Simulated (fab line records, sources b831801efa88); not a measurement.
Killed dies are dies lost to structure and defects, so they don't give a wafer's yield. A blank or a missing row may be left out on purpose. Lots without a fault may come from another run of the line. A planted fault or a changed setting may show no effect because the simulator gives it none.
One fault seen from 2 desks | flow sky130 | each desk has only its own numbers; what lay behind them comes last

THE METROLOGY DESK
What the gauges read, lot by lot, whatever tool the lot ran on: means of the sampled wafers that have a number. A lot is out of limits, marked OUT, if its mean lies more than 4 standard deviations from the usual mean; the brackets give that distance.
Columns: A = CONTACT_BOW at SKY_CONTACT_BOW_MEAS_05, usual 81 um; B = METAL1_ALCU_THK at SKY_METAL1_THK_MEAS_06, usual 245.4 nm; C = cd_nm at SKY_VIA1_CD_MEAS_12, usual 149.7 nm
lot  | first seen here | A  | B     | C
L735 | day 30 19:37    | 87 | 246.6 | 151.0
L736 | day 30 22:50    | 81 | 248.3 | 149.2
L737 | day 31 13:02    | 87 | 245.0 | 149.9
L738 | day 32 01:28    | 83 | 245.7 | 150.7
L739 | day 32 03:22    | 86 | 244.5 | 150.1
L743 | day 33 08:54    | 82 | 247.9 | 148.2
L749 | day 35 12:29    | 82 | 244.1 | 150.1
L750 | day 36 01:33    | 82 | 242.0 | 150.3
L752 | day 36 08:29    | 83 | 249.2 | 147.4
L753 | day 36 15:24    | 78 | 242.3 | 149.2
L754 | day 36 23:53    | 76 | 244.4 | 149.6
L757 | day 37 19:53    | 75 | 245.6 | 151.8
L756 | day 38 00:14    | 78 | 245.6 | 147.3
This desk's finding: nothing out of limits on any of the 13 lots.

THE TOOL OWNER'S DESK: cmp-02
The tool's own readings at SKY_VIA1_CMP_02 (polishes SiO2): means of the sampled wafers that have a number, for each lot that ran on this tool. A lot is out of limits, marked OUT, if its mean lies more than 4 standard deviations from the usual mean; the brackets give that distance.
Columns: A = motor_current_A at SKY_VIA1_CMP_02, usual 12.2 A; B = platen_rpm at SKY_VIA1_CMP_02, usual 60.00 rpm; C = retaining_ring_pressure_frac at SKY_VIA1_CMP_02, usual 1.000
lot  | first seen here | A    | B               | C
L735 | day 33 05:07    | 11.5 | 60.02           | 0.996
L736 | day 33 08:27    | 11.6 | 59.98           | 1.003
L737 | day 33 21:35    | 12.6 | 60.03           | 1.000
L738 | day 34 09:52    | 12.2 | 58.04 (-49) OUT | 0.998
L743 | day 35 15:48    | 12.5 | 58.00 (-50) OUT | 0.999
L750 | day 38 08:36    | 12.0 | 60.01           | 0.996
L752 | day 38 16:22    | 12.2 | 60.00           | 1.000
L754 | day 39 06:40    | 12.1 | 59.96           | 1.001
L756 | day 40 06:40    | 12.1 | 59.99           | 1.001
This desk's finding: out of limits on L738, L743; first on L738, day 34 09:52 (platen_rpm at SKY_VIA1_CMP_02). In limits: L735, L736, L737, L750, L752, L754, L756.

PUT TOGETHER
The tool owner's desk could have raised an alarm at day 34 09:52, on L738, L743.
The metrology desk saw nothing out of limits.
The metrology desk has L738, L743 on record, within its limits.
Of the lots named, all ran SKY_VIA1_CMP_02 on cmp-02.

WHAT THE SIMULATOR HAD PUT IN
Process parameter drift: cmp-02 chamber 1, from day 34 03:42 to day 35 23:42, at SKY_VIA1_CMP_02. Setting platen_rpm, moved by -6, from 60. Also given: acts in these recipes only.
Lots struck among those shown: L738, L743.
Hours from the fault's start to each desk's first reading out of limits: the tool owner's desk, 6.
